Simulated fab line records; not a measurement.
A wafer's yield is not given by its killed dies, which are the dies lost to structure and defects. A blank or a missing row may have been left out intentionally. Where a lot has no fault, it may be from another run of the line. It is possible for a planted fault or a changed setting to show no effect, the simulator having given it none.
fab line records	flow sky130
record lots=24	wafers=72	last_day=50
route steps=708 shown CAPM@551 METAL3@564 VIA3@574 METAL4@601 CAP2M@607
lots untouched by any fault: they come from a run of this same line in which no faults occurred
start_h: hours from the record's opening day to when the first of the lot's shown wafers began	wait_h: hours since the lot's step before	" repeats the value in the row above	L1.1+2: one row covering several wafers at once	- either no value or no given start	* or withheld: withheld	< > ~ a bound
route shown NAME@n: a module of which the file shows steps, and the number in the route of the first	usual: average and standard deviation across the fault-free wafers	same: alike in all rows	chamber/n: place in a boat	sites: per-site readings	_std_site: standard deviation across them	_edge_site: mean of outer sites minus mean of inner sites	radius_mm: for every site, how far away it sits from the centre of the wafer	mask NAME#n: copy n	behind: the last tool/chamber to shape the wafer	hold: cause of the lot's hold/its duration in hours/its outcome	device: whichever transistor did not switch (one of n, p or np)	end of line: tests of these same wafers at the route's end	for a step that has no rows: nothing shown but its recipe	killed: at the first sort, the dies lost to defects and structure; wafer yield is something else	map: a wafer's dies, x killed, . not, _ none there
set.NAME: the setting as run; set.NAME@STEP: as run at that earlier step	model.NAME: the simulator's own value behind a step, which no gauge read
the route's steps for a sample of lots (tables are steps, rows are wafers)
services: a tool's chamber out of use, with start hour (start_h, from the record's first day; less than 0 if before it), hours out, and reason
## steps
# step SKY_CAPM_STRIP_14
# recipe chemistry=O2/N2	power_w=1400	pressure_mtorr=1500	platen_temp_c=withheld	o2_flow_sccm=3000	n2_flow_sccm=300	overash_fraction=0.5
# usual drypump_motor_current_A=5.52/0.26	oes_product_au=0.710/0.0049	strip_time_to_endpoint_s=12.64/0.053
lot.wafer	tool	chamber	start_h	wait_h	drypump_motor_current_A	oes_product_au	rf_hours_counter_h	strip_time_to_endpoint_s
L074.2	plasma_asher-03	1	886.93	0.1	5.44	0.714	47	12.58
L074.3	"	1	"	"	5.42	0.712	-	12.64
L074.4	"	0	"	"	5.35	0.713	-	12.63
L075.2	plasma_asher-01	1	887.63	0.1	5.94	0.717	73	12.67
L075.3	"	1	"	"	5.92	0.704	-	12.71
L075.4	"	0	"	"	5.07	0.710	-	12.72
L076.1	plasma_asher-04	0	898.65	0.1	5.53	0.708	13	12.63
L076.4	"	1	"	"	5.78	0.712	-	12.58
L076.5	"	1	"	"	5.78	0.714	-	12.60
L077.1	plasma_asher-03	0	914.48	0.1	5.43	0.710	50	12.58
L077.4	"	1	"	"	5.43	0.714	-	12.58
L077.6	"	0	"	"	5.40	0.719	-	12.56
L079.1	plasma_asher-03	1	923.55	0.1	5.43	0.717	51	12.61
L079.2	"	0	"	"	5.42	0.703	51	12.63
L079.6	"	0	"	"	5.41	0.698	-	12.59
L078.1	plasma_asher-04	1	923.63	0.1	5.71	0.709	16	12.69
L078.3	"	0	"	"	5.55	0.717	-	12.68
L078.6	"	1	"	"	5.67	0.707	-	12.72
L080.3	plasma_asher-01	1	924.23	0.1	5.91	0.704	-	12.54
L080.5	"	0	"	"	5.07	0.701	-	12.61
L080.6	"	1	"	"	5.89	0.712	-	12.57
L081.2	plasma_asher-03	1	950.28	0.1	5.45	0.703	54	12.66
L081.5	"	0	"	"	5.39	0.717	-	12.70
L081.6	"	1	"	"	5.44	0.712	-	12.68
L083.1	plasma_asher-03	1	956.18	0.1	5.43	0.707	54	12.65
L083.2	"	0	"	"	5.36	0.703	54	12.63
L083.5	"	0	"	"	5.35	0.707	-	12.63
L082.1	plasma_asher-01	0	960.18	0.1	5.06	0.712	81	12.64
L082.2	"	1	"	"	5.91	0.709	81	12.65
L082.3	"	0	"	"	5.05	0.705	-	12.67
L084.1	plasma_asher-01	1	963.90	0.1	5.92	0.716	81	12.65
L084.2	"	0	"	"	5.08	0.712	81	12.68
L084.3	"	0	"	"	5.06	0.712	-	12.65
L085.1	plasma_asher-01	1	974.03	0.1	5.91	0.706	82	12.62
L085.3	"	0	"	"	5.05	0.707	-	12.63
L085.4	"	1	"	"	5.91	0.710	-	12.58
L086.1	plasma_asher-01	0	980.43	0.1	5.07	0.715	83	12.66
L086.3	"	1	"	"	5.93	0.708	-	12.64
L086.6	"	0	"	"	5.07	0.711	-	12.64
L088.1	plasma_asher-04	1	995.93	0.1	5.72	0.700	23	12.78
L088.3	"	1	"	"	5.73	0.712	-	12.71
L088.6	"	1	"	"	5.74	0.715	-	12.73
L087.2	plasma_asher-03	0	996.73	0.1	5.39	0.701	58	12.75
L087.4	"	1	"	"	5.42	0.705	-	12.79
L087.6	"	0	"	"	5.36	0.718	-	12.67
L090.4	plasma_asher-04	1	998.36	0.1	5.75	0.711	-	12.57
L090.5	"	1	"	"	5.77	0.704	-	12.52
L090.6	"	0	"	"	5.55	0.718	-	12.66
L089.1	plasma_asher-01	1	999.76	0.1	5.93	0.708	84	12.65
L089.3	"	0	"	"	5.07	0.711	-	12.64
L089.6	"	1	"	"	5.91	0.707	-	12.65
L091.3	plasma_asher-04	1	1004.29	0.1	5.74	0.714	-	12.69
L091.4	"	0	"	"	5.55	0.702	-	12.61
L091.5	"	0	"	"	5.55	0.718	-	12.68
L092.1	plasma_asher-04	0	1007.63	0.1	5.52	0.717	24	12.58
L092.4	"	0	"	"	5.53	0.718	-	12.63
L092.5	"	0	"	"	5.53	0.707	-	12.56
L093.3	plasma_asher-04	1	1019.71	0.1	5.69	0.709	-	12.63
L093.4	"	0	"	"	5.55	0.711	-	12.59
L093.5	"	1	"	"	5.70	0.711	-	12.59
L094.3	plasma_asher-03	1	1022.06	0.1	5.45	0.707	-	12.55
L094.4	"	0	"	"	5.40	0.714	-	12.54
L094.6	"	0	"	"	5.42	0.707	-	12.56
L095.1	plasma_asher-04	0	1026.58	0.1	5.54	0.708	26	12.60
L095.5	"	1	"	"	5.66	0.722	-	12.66
L095.6	"	0	"	"	5.54	0.714	-	12.60
L096.2	plasma_asher-04	1	1034.48	0.1	5.72	0.714	27	12.59
L096.3	"	1	"	"	5.74	0.707	-	12.64
L096.5	"	1	"	"	5.74	0.710	-	12.62
L097.1	plasma_asher-03	0	1038.10	0.1	5.40	0.716	63	12.67
L097.5	"	0	"	"	5.39	0.703	-	12.68
L097.6	"	1	"	"	5.44	0.705	-	12.72
# step SKY_METAL3_OVL_MEAS_14
# usual METAL3_OVL=-2/5.3
lot.wafer	tool	chamber	start_h	wait_h	METAL3_OVL[nm]
L074.2	overlay-02	-	912.99	0.1	-10
L074.3	"	-	"	"	-1
L074.4	"	-	"	"	-6
L075.2	overlay-01	-	913.56	0.1	6
L075.3	"	-	"	"	2
L075.4	"	-	"	"	6
L076.1	overlay-02	-	923.91	0.1	-4
L076.4	"	-	"	"	-1
L076.5	"	-	"	"	1
L077.1	overlay-01	-	939.96	0.1	-3
L077.4	"	-	"	"	1
L077.6	"	-	"	"	5
L079.1	overlay-01	-	948.84	0.1	-10
L079.2	"	-	"	"	-8
L079.6	"	-	"	"	-3
L078.1	overlay-02	-	949.06	0.1	-4
L078.3	"	-	"	"	-7
L078.6	"	-	"	"	-5
L080.3	overlay-02	-	950.02	0.1	-1
L080.5	"	-	"	"	-1
L080.6	"	-	"	"	-10
L081.2	overlay-02	-	975.52	0.1	-5
L081.5	"	-	"	"	4
L081.6	"	-	"	"	3
L083.1	overlay-01	-	981.41	0.1	2
L083.2	"	-	"	"	5
L083.5	"	-	"	"	1
L082.1	overlay-01	-	984.74	0.1	-6
L082.2	"	-	"	"	-4
L082.3	"	-	"	"	2
L084.1	overlay-02	-	987.46	0.1	-1
L084.2	"	-	"	"	-1
L084.3	"	-	"	"	-7
L085.1	overlay-01	-	997.99	0.1	4
L085.3	"	-	"	"	2
L085.4	"	-	"	"	0
L086.1	overlay-01	-	1004.54	0.1	-2
L086.3	"	-	"	"	0
L086.6	"	-	"	"	-5
L088.1	overlay-02	-	1020.11	0.1	-3
L088.3	"	-	"	"	-4
L088.6	"	-	"	"	-3
L087.2	overlay-01	-	1021.74	0.1	-1
L087.4	"	-	"	"	4
L087.6	"	-	"	"	9
L090.4	overlay-01	-	1022.58	0.1	-13
L090.5	"	-	"	"	-8
L090.6	"	-	"	"	1
L089.1	overlay-02	-	1023.44	0.1	-17
L089.3	"	-	"	"	-5
L089.6	"	-	"	"	-4
L091.3	overlay-01	-	1028.25	0.1	-4
L091.4	"	-	"	"	1
L091.5	"	-	"	"	-1
L092.1	overlay-02	-	1031.71	0.1	7
L092.4	"	-	"	"	1
L092.5	"	-	"	"	5
L093.3	overlay-01	-	1042.52	0.1	-6
L093.4	"	-	"	"	-11
L093.5	"	-	"	"	-2
L094.3	overlay-02	-	1044.72	0.1	-2
L094.4	"	-	"	"	2
L094.6	"	-	"	"	6
L095.1	overlay-01	-	1050.26	0.1	-3
L095.5	"	-	"	"	0
L095.6	"	-	"	"	-4
L096.2	overlay-01	-	1057.49	0.1	-7
L096.3	"	-	"	"	-4
L096.5	"	-	"	"	-15
L097.1	overlay-01	-	1060.31	0.1	-1
L097.5	"	-	"	"	4
L097.6	"	-	"	"	3
# step SKY_METAL3_ETCH_16
# recipe chemistry=N2/H2	target=BARC	ion_energy_ev=200	bias_w=100	pressure_mtorr=30	n2_flow_sccm=100	h2_flow_sccm=200	icp_w=500	stop_on=SiO2	time_s=88.2	target_depth_a=600
# usual drypump_motor_current_A=5.7/0.5	oes_product_au=0.625/0.0043	rf_fwd_power_W=496.3/1.6	throttle_valve_pct=13.205/0.0092
lot.wafer	tool	chamber	start_h	wait_h	drypump_motor_current_A	oes_product_au	rf_fwd_power_W	rf_hours_counter_h	throttle_valve_pct
L074.2	rie_metal-02	0	913.05	0.0	5.0	0.620	494.0	5	13.200
L074.3	"	1	"	"	5.9	0.621	499.6	-	13.200
L074.4	"	0	"	"	5.0	0.633	496.5	-	13.223
L075.2	rie_metal-01	1	913.63	0.0	5.0	0.623	497.6	2	13.224
L075.3	"	1	"	"	5.1	0.627	496.4	-	13.213
L075.4	"	0	"	"	6.0	0.630	498.0	-	13.189
L076.1	rie_metal-02	0	923.97	0.0	5.0	0.627	493.8	6	13.222
L076.4	"	1	"	"	5.9	0.629	497.6	-	13.200
L076.5	"	1	"	"	6.0	0.627	496.9	-	13.206
L077.1	rie_metal-02	0	940.02	0.0	5.0	0.616	497.1	7	13.196
L077.4	"	1	"	"	5.9	0.625	497.1	-	13.215
L077.6	"	0	"	"	5.0	0.628	498.0	-	13.206
L079.1	rie_metal-04	1	948.90	0.0	6.4	0.631	494.9	1	13.200
L079.2	"	0	"	"	5.7	0.628	496.9	12	13.203
L079.6	"	0	"	"	5.8	0.626	497.5	-	13.194
L078.1	rie_metal-02	0	949.13	0.0	5.0	0.622	495.5	7	13.207
L078.3	"	0	"	"	5.0	0.624	494.8	-	13.193
L078.6	"	1	"	"	6.0	0.622	497.4	-	13.206
L080.3	rie_metal-02	1	950.11	0.0	5.9	0.624	494.7	-	13.208
L080.5	"	0	"	"	5.0	0.619	498.0	-	13.199
L080.6	"	1	"	"	5.9	0.625	496.0	-	13.189
L081.2	rie_metal-04	0	975.58	0.0	5.8	0.628	496.8	14	13.194
L081.5	"	1	"	"	6.4	0.626	496.2	-	13.209
L081.6	"	0	"	"	5.7	0.627	496.3	-	13.207
L083.1	rie_metal-02	0	981.48	0.0	5.0	0.627	497.5	9	13.205
L083.2	"	1	"	"	6.0	0.630	497.2	6	13.196
L083.5	"	0	"	"	5.0	0.626	498.4	-	13.207
L082.1	rie_metal-04	0	984.84	0.1	5.8	0.629	497.4	15	13.206
L082.2	"	0	"	"	5.7	0.617	497.4	-	13.208
L082.3	"	0	"	"	5.7	0.620	496.9	-	13.189
L084.1	rie_metal-01	1	987.53	0.0	5.0	0.631	493.6	6	13.191
L084.2	"	0	"	"	6.0	0.619	493.5	8	13.198
L084.3	"	1	"	"	5.0	0.625	494.9	-	13.211
L085.1	rie_metal-04	0	998.09	0.1	5.7	0.623	499.1	16	13.201
L085.3	"	0	"	"	5.7	0.635	497.0	-	13.216
L085.4	"	0	"	"	5.7	0.633	499.1	-	13.206
L086.1	rie_metal-02	0	1004.61	0.0	5.0	0.627	494.4	10	13.204
L086.3	"	1	"	"	6.0	0.623	493.9	-	13.196
L086.6	"	0	"	"	5.0	0.621	492.9	-	13.208
L088.1	rie_metal-04	0	1020.18	0.0	5.8	0.622	495.3	18	13.201
L088.3	"	1	"	"	6.5	0.621	495.6	-	13.213
L088.6	"	0	"	"	5.8	0.619	498.2	-	13.214
L087.2	rie_metal-01	1	1021.81	0.0	5.0	0.629	496.6	8	13.209
L087.4	"	1	"	"	5.0	0.622	499.7	-	13.205
L087.6	"	0	"	"	6.0	0.614	497.5	-	13.186
L090.4	rie_metal-01	0	1022.66	0.0	6.0	0.625	495.5	-	13.208
L090.5	"	0	"	"	6.0	0.619	496.1	-	13.215
L090.6	"	1	"	"	5.0	0.627	495.1	-	13.202
L089.1	rie_metal-01	1	1023.51	0.0	5.0	0.621	493.7	8	13.200
L089.3	"	0	"	"	6.0	0.623	494.5	-	13.187
L089.6	"	1	"	"	5.0	0.635	495.2	-	13.223
L091.3	rie_metal-04	0	1028.34	0.0	5.7	0.635	494.4	-	13.220
L091.4	"	1	"	"	6.5	0.624	496.3	-	13.206
L091.5	"	0	"	"	5.7	0.623	496.5	-	13.210
L092.1	rie_metal-04	1	1031.78	0.0	6.5	0.617	494.5	5	13.196
L092.4	"	0	"	"	5.8	0.627	496.8	-	13.198
L092.5	"	0	"	"	5.7	0.624	498.2	-	13.197
L093.3	rie_metal-04	1	1042.61	0.0	6.4	0.621	497.9	-	13.210
L093.4	"	0	"	"	5.8	0.620	496.6	-	13.200
L093.5	"	1	"	"	6.4	0.626	498.6	-	13.211
L094.3	rie_metal-01	0	1044.81	0.0	6.0	0.626	495.3	-	13.222
L094.4	"	1	"	"	5.0	0.630	496.4	-	13.194
L094.6	"	0	"	"	6.0	0.623	495.4	-	13.209
L095.1	rie_metal-04	0	1050.33	0.0	5.7	0.626	496.2	20	13.196
L095.5	"	0	"	"	5.8	0.626	498.7	-	13.203
L095.6	"	1	"	"	6.4	0.628	494.1	-	13.208
L096.2	rie_metal-01	0	1057.56	0.0	6.0	0.622	495.0	12	13.203
L096.3	"	1	"	"	5.1	0.627	496.8	-	13.208
L096.5	"	0	"	"	6.0	0.630	494.2	-	13.205
L097.1	rie_metal-04	0	1060.38	0.0	5.8	0.628	498.6	21	13.196
L097.5	"	0	"	"	5.8	0.623	498.1	-	13.203
L097.6	"	1	"	"	6.4	0.629	496.9	-	13.210
# step SKY_VIA3_THK_MEAS_01
# recipe reads=SiO2_of_VIA3_HDPCVD_00
# usual VIA3_HDPCVD_THK=1641/16
lot.wafer	tool	chamber	start_h	wait_h	VIA3_HDPCVD_THK[nm]
L074.2	film_metro-02	-	914.16	0.1	1648
L074.3	"	-	"	"	1654
L074.4	"	-	"	"	1626
L075.2	film_metro-03	-	914.74	0.1	1657
L075.3	"	-	"	"	1640
L075.4	"	-	"	"	1651
L076.1	film_metro-02	-	925.06	0.1	1652
L076.4	"	-	"	"	1648
L076.5	"	-	"	"	1655
L077.1	film_metro-03	-	941.50	0.1	1629
L077.4	"	-	"	"	1628
L077.6	"	-	"	"	1628
L079.1	film_metro-02	-	950.04	0.1	1671
L079.2	"	-	"	"	1661
L079.6	"	-	"	"	1655
L078.1	film_metro-04	-	950.20	0.1	1617
L078.3	"	-	"	"	1615
L078.6	"	-	"	"	1618
L080.3	film_metro-03	-	951.15	0.1	1620
L080.5	"	-	"	"	1615
L080.6	"	-	"	"	1615
L081.2	film_metro-04	-	976.64	0.1	1656
L081.5	"	-	"	"	1678
L081.6	"	-	"	"	1645
L083.1	film_metro-03	-	982.56	0.1	1654
L083.2	"	-	"	"	1643
L083.5	"	-	"	"	1650
L082.1	film_metro-03	-	986.03	0.1	1652
L082.2	"	-	"	"	1636
L082.3	"	-	"	"	1624
L084.1	film_metro-04	-	988.80	0.1	1623
L084.2	"	-	"	"	1627
L084.3	"	-	"	"	1614
L085.1	film_metro-03	-	999.24	0.1	1635
L085.3	"	-	"	"	1652
L085.4	"	-	"	"	1646
L086.1	film_metro-03	-	1005.67	0.1	1638
L086.3	"	-	"	"	1630
L086.6	"	-	"	"	1652
L088.1	film_metro-03	-	1021.23	0.1	1658
L088.3	"	-	"	"	1626
L088.6	"	-	"	"	1641
L087.2	film_metro-03	-	1022.91	0.1	1611
L087.4	"	-	"	"	1634
L087.6	"	-	"	"	1623
L090.4	film_metro-03	-	1023.72	0.0	1630
L090.5	"	-	"	"	1624
L090.6	"	-	"	"	1622
L089.1	film_metro-03	-	1024.57	0.1	1626
L089.3	"	-	"	"	1663
L089.6	"	-	"	"	1651
L091.3	film_metro-03	-	1029.39	0.1	1633
L091.4	"	-	"	"	1611
L091.5	"	-	"	"	1621
L092.1	film_metro-04	-	1032.87	0.1	1648
L092.4	"	-	"	"	1649
L092.5	"	-	"	"	1646
L093.3	film_metro-02	-	1043.65	0.1	1622
L093.4	"	-	"	"	1643
L093.5	"	-	"	"	1613
L094.3	film_metro-03	-	1046.32	0.1	1619
L094.4	"	-	"	"	1633
L094.6	"	-	"	"	1630
L095.1	film_metro-04	-	1051.39	0.1	1643
L095.5	"	-	"	"	1644
L095.6	"	-	"	"	1651
L096.2	film_metro-02	-	1058.66	0.1	1647
L096.3	"	-	"	"	1652
L096.5	"	-	"	"	1643
L097.1	film_metro-02	-	1061.50	0.1	1659
L097.5	"	-	"	"	1652
L097.6	"	-	"	"	1647
# step SKY_METAL4_SPUTTER_03
# recipe material=Ti	target_thk_nm=5	power_w=3000	time_s=3.3	chamber_pressure_pa=0.4
# usual throttle_valve_pct=29.4/1
lot.wafer	tool	chamber	start_h	wait_h	throttle_valve_pct
L074.2	pvd_sputter-03	-	941.02	0.0	29.0
L074.3	"	-	"	"	29.5
L074.4	"	-	"	"	29.3
L075.2	pvd_sputter-03	-	942.82	0.0	29.6
L075.3	"	-	"	"	29.1
L075.4	"	-	"	"	28.6
L076.1	pvd_sputter-01	-	952.31	0.0	28.2
L076.4	"	-	"	"	29.1
L076.5	"	-	"	"	31.1
L077.1	pvd_sputter-03	-	967.16	0.0	30.8
L077.4	"	-	"	"	28.7
L077.6	"	-	"	"	28.7
L079.1	pvd_sputter-01	-	976.50	0.0	29.1
L079.2	"	-	"	"	31.5
L079.6	"	-	"	"	28.3
L078.1	pvd_sputter-01	-	976.80	0.0	29.7
L078.3	"	-	"	"	29.2
L078.6	"	-	"	"	28.3
L080.3	pvd_sputter-02	-	977.34	0.0	29.9
L080.5	"	-	"	"	28.0
L080.6	"	-	"	"	29.7
L081.2	pvd_sputter-03	-	1002.24	0.0	28.5
L081.5	"	-	"	"	29.3
L081.6	"	-	"	"	29.6
L083.1	pvd_sputter-03	-	1008.29	0.0	29.2
L083.2	"	-	"	"	31.1
L083.5	"	-	"	"	28.6
L082.1	pvd_sputter-02	-	1010.99	0.0	28.9
L082.2	"	-	"	"	30.1
L082.3	"	-	"	"	28.9
L084.1	pvd_sputter-01	-	1014.92	0.0	31.2
L084.2	"	-	"	"	29.0
L084.3	"	-	"	"	29.3
L085.1	pvd_sputter-01	-	1024.41	0.0	29.3
L085.3	"	-	"	"	28.3
L085.4	"	-	"	"	29.7
L086.1	pvd_sputter-03	-	1030.11	0.0	29.8
L086.3	"	-	"	"	28.7
L086.6	"	-	"	"	28.9
L088.1	pvd_sputter-02	-	1046.25	0.0	28.6
L088.3	"	-	"	"	29.9
L088.6	"	-	"	"	30.0
L087.2	pvd_sputter-01	-	1047.49	0.0	28.4
L087.4	"	-	"	"	29.5
L087.6	"	-	"	"	29.4
L090.4	pvd_sputter-01	-	1048.53	0.0	28.4
L090.5	"	-	"	"	31.1
L090.6	"	-	"	"	29.5
L089.1	pvd_sputter-02	-	1049.44	0.0	28.7
L089.3	"	-	"	"	27.9
L089.6	"	-	"	"	29.0
L091.3	pvd_sputter-02	-	1053.78	0.0	28.9
L091.4	"	-	"	"	27.9
L091.5	"	-	"	"	30.0
L092.1	pvd_sputter-02	-	1057.25	0.0	28.7
L092.4	"	-	"	"	28.6
L092.5	"	-	"	"	27.7
L093.3	pvd_sputter-02	-	1067.37	0.0	28.8
L093.4	"	-	"	"	28.7
L093.5	"	-	"	"	30.0
L094.3	pvd_sputter-01	-	1069.98	0.0	29.6
L094.4	"	-	"	"	31.4
L094.6	"	-	"	"	28.3
L095.1	pvd_sputter-01	-	1074.80	0.0	29.1
L095.5	"	-	"	"	29.6
L095.6	"	-	"	"	29.2
L096.2	pvd_sputter-03	-	1081.52	0.0	29.4
L096.3	"	-	"	"	29.1
L096.5	"	-	"	"	28.8
L097.1	pvd_sputter-02	-	1085.01	0.0	30.1
L097.5	"	-	"	"	28.0
L097.6	"	-	"	"	29.7
# step SKY_CAP2M_THK_MEAS_04
# recipe thk_meas_gauge=xrf	reads=TiN_of_CAP2M_SPUTTER_02
# usual CAP2M_TIN_THK=196.2/2.5
lot.wafer	tool	chamber	start_h	wait_h	CAP2M_TIN_THK[nm]
L074.2	film_metro-03	-	941.41	0.1	200.5
L074.3	"	-	"	"	197.1
L074.4	"	-	"	"	199.8
L075.2	film_metro-01	-	943.21	0.1	197.0
L075.3	"	-	"	"	196.5
L075.4	"	-	"	"	199.1
L076.1	film_metro-03	-	952.69	0.1	197.4
L076.4	"	-	"	"	197.7
L076.5	"	-	"	"	199.3
L077.1	film_metro-02	-	967.55	0.1	191.0
L077.4	"	-	"	"	190.6
L077.6	"	-	"	"	190.5
L079.1	film_metro-01	-	976.94	0.1	198.1
L079.2	"	-	"	"	198.4
L079.6	"	-	"	"	197.6
L078.1	film_metro-02	-	977.20	0.1	194.4
L078.3	"	-	"	"	192.8
L078.6	"	-	"	"	192.8
L080.3	film_metro-01	-	977.74	0.1	198.1
L080.5	"	-	"	"	201.0
L080.6	"	-	"	"	199.7
L081.2	film_metro-02	-	1002.63	0.1	198.7
L081.5	"	-	"	"	197.5
L081.6	"	-	"	"	197.2
L083.1	film_metro-01	-	1008.67	0.1	196.0
L083.2	"	-	"	"	196.3
L083.5	"	-	"	"	196.0
L082.1	film_metro-03	-	1011.38	0.1	196.0
L082.2	"	-	"	"	196.0
L082.3	"	-	"	"	195.5
L084.1	film_metro-03	-	1015.30	0.1	199.9
L084.2	"	-	"	"	199.7
L084.3	"	-	"	"	201.6
L085.1	film_metro-01	-	1024.79	0.1	194.2
L085.3	"	-	"	"	192.8
L085.4	"	-	"	"	193.7
L086.1	film_metro-03	-	1030.49	0.1	198.8
L086.3	"	-	"	"	200.6
L086.6	"	-	"	"	198.1
L088.1	film_metro-01	-	1046.62	0.1	196.0
L088.3	"	-	"	"	195.9
L088.6	"	-	"	"	195.4
L087.2	film_metro-01	-	1047.88	0.1	196.4
L087.4	"	-	"	"	193.9
L087.6	"	-	"	"	194.3
L090.4	film_metro-01	-	1048.93	0.1	194.0
L090.5	"	-	"	"	194.0
L090.6	"	-	"	"	193.4
L089.1	film_metro-03	-	1049.82	0.1	194.4
L089.3	"	-	"	"	197.4
L089.6	"	-	"	"	194.1
L091.3	film_metro-01	-	1054.18	0.1	197.4
L091.4	"	-	"	"	197.9
L091.5	"	-	"	"	198.3
L092.1	film_metro-03	-	1057.63	0.1	197.0
L092.4	"	-	"	"	197.5
L092.5	"	-	"	"	199.0
L093.3	film_metro-03	-	1067.77	0.1	198.6
L093.4	"	-	"	"	196.9
L093.5	"	-	"	"	197.0
L094.3	film_metro-03	-	1070.37	0.1	196.0
L094.4	"	-	"	"	193.7
L094.6	"	-	"	"	194.7
L095.1	film_metro-01	-	1075.18	0.1	197.3
L095.5	"	-	"	"	197.8
L095.6	"	-	"	"	196.7
L096.2	film_metro-01	-	1081.91	0.1	193.1
L096.3	"	-	"	"	192.2
L096.5	"	-	"	"	192.4
L097.1	film_metro-01	-	1085.39	0.1	193.9
L097.5	"	-	"	"	192.3
L097.6	"	-	"	"	193.6
## services
tool	chamber	start_h	hours	kind
rie_metal-04	0	895.52	1.1	repair
rie_metal-02	1	895.60	6.1	repair
rie_metal-04	1	896.66	-	clean
rie_metal-04	1	896.66	15.6	scheduled_down
rie_metal-04	1	896.66	15.6	vent_cycle
plasma_asher-04	-	899.67	3.3	repair
rie_metal-02	-	905.03	1.4	repair
rie_metal-01	-	937.30	0.2	repair
plasma_asher-04	-	952.09	2.5	repair
rie_metal-01	-	956.49	0.6	repair
pvd_sputter-02	-	968.61	0.7	repair
pvd_sputter-02	-	982.93	3.2	repair
rie_metal-04	1	984.58	26.9	repair
pvd_sputter-02	-	984.59	14.8	repair
rie_metal-04	-	990.50	0.8	repair
pvd_sputter-02	-	998.39	8.0	repair
pvd_sputter-01	-	1000.82	4.7	repair
plasma_asher-04	-	1005.48	1.5	repair
pvd_sputter-03	-	1039.81	9.0	repair
pvd_sputter-01	1	1047.56	-	consumable_replace:kit
pvd_sputter-01	1	1047.56	18.0	scheduled_down
pvd_sputter-01	1	1047.56	18.0	vent_cycle
pvd_sputter-02	3	1049.51	-	consumable_replace:kit
pvd_sputter-03	-	1065.12	14.2	repair
## key
fault none
